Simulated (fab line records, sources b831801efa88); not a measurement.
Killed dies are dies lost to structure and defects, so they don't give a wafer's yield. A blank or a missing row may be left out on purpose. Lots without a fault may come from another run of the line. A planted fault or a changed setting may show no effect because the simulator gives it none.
Chamber matching | flow gf180mcu | GF_STI_CMP_25 on cmp-02: 4 sister chambers
The step polishes, stops on Si3N4, t overpolish 33 s, target thk 524.6 nm. 16 wafers are shown with their chamber, then 8 later ones without.

WAFERS WITH THEIR CHAMBER
wafer  | chamber | motor_current_A (A) | head_pressure_psi (psi) | time_to_endpoint_s (s)
L791.1 | 3       | 12.4                | 3.993                   | 123
L791.2 | 0       | 13.7                | 3.993                   | 127
L791.6 | 0       | 13.5                | 4.000                   | 126
L793.1 | 0       | 14.1                | 4.001                   | 122
L793.2 | 1       | 12.4                | 4.020                   | 121
L793.3 | 3       | 11.5                | 3.998                   | 123
L795.4 | 1       | 11.8                | 4.004                   | 122
L795.5 | 2       | 11.7                | 3.987                   | 118
L795.6 | 3       | 11.8                | 3.992                   | 121
L796.1 | 1       | 12.1                | 3.992                   | 123
L796.3 | 2       | 11.6                | 4.004                   | 124
L796.4 | 3       | 11.4                | 3.970                   | 125
L804.2 | 2       | 12.2                | 3.984                   | 120
L804.4 | 3       | 12.0                | 3.994                   | 123
L804.6 | 1       | 12.8                | 3.992                   | 121
L805.1 | 0       | 13.6                | 4.008                   | 119

SIGNATURES (means of the wafers above)
reading            | chamber 0 | chamber 1 | chamber 2 | chamber 3 | scatter within a chamber
motor_current_A    | 13.725    | 12.275    | 11.833    | 11.820    | 0.366
head_pressure_psi  | 4.00050   | 4.00200   | 3.99167   | 3.98940   | 0.0107
time_to_endpoint_s | 123.50    | 121.75    | 120.67    | 123.00    | 2.42
Rule: a wafer's distance from a chamber is the root of the sum, over the readings, of the square of ((its reading less the chamber's mean) divided by the reading's scatter). The wafer belongs to the nearest chamber; if the next one is less than 2 further off, it can't be placed. The scatter: the root of (the sum of the squares of (reading less its chamber's mean) over the shown wafers, divided by (wafers less chambers)).

WAFERS WITHOUT THEIR CHAMBER
wafer  | motor_current_A (A) | head_pressure_psi (psi) | time_to_endpoint_s (s)
L805.5 | 11.2                | 3.995                   | 118
L805.6 | 11.9                | 4.005                   | 120
L807.2 | 13.9                | 3.983                   | 119
L807.4 | 11.6                | 4.000                   | 121
L807.5 | 13.5                | 4.004                   | 119
L808.2 | 11.6                | 4.005                   | 121
L808.4 | 11.8                | 3.991                   | 124
L808.5 | 14.1                | 3.999                   | 120

WHICH CHAMBER EACH WENT THROUGH
wafer  | from the rows above          | in truth
L805.5 | can't be placed: 2 or 3 or 1 | 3
L805.6 | can't be placed: 1 or 2 or 3 | 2
L807.2 | 0                            | 0
L807.4 | can't be placed: 2 or 3 or 1 | 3
L807.5 | can't be placed: 0 or 1      | 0
L808.2 | can't be placed: 2 or 3 or 1 | 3
L808.4 | can't be placed: 3 or 2 or 1 | 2
L808.5 | 0                            | 0
Placed correctly: 2 of 8. Can't be placed from these rows: 6 (the true chamber is among the candidates in 6). Placed wrongly: 0.
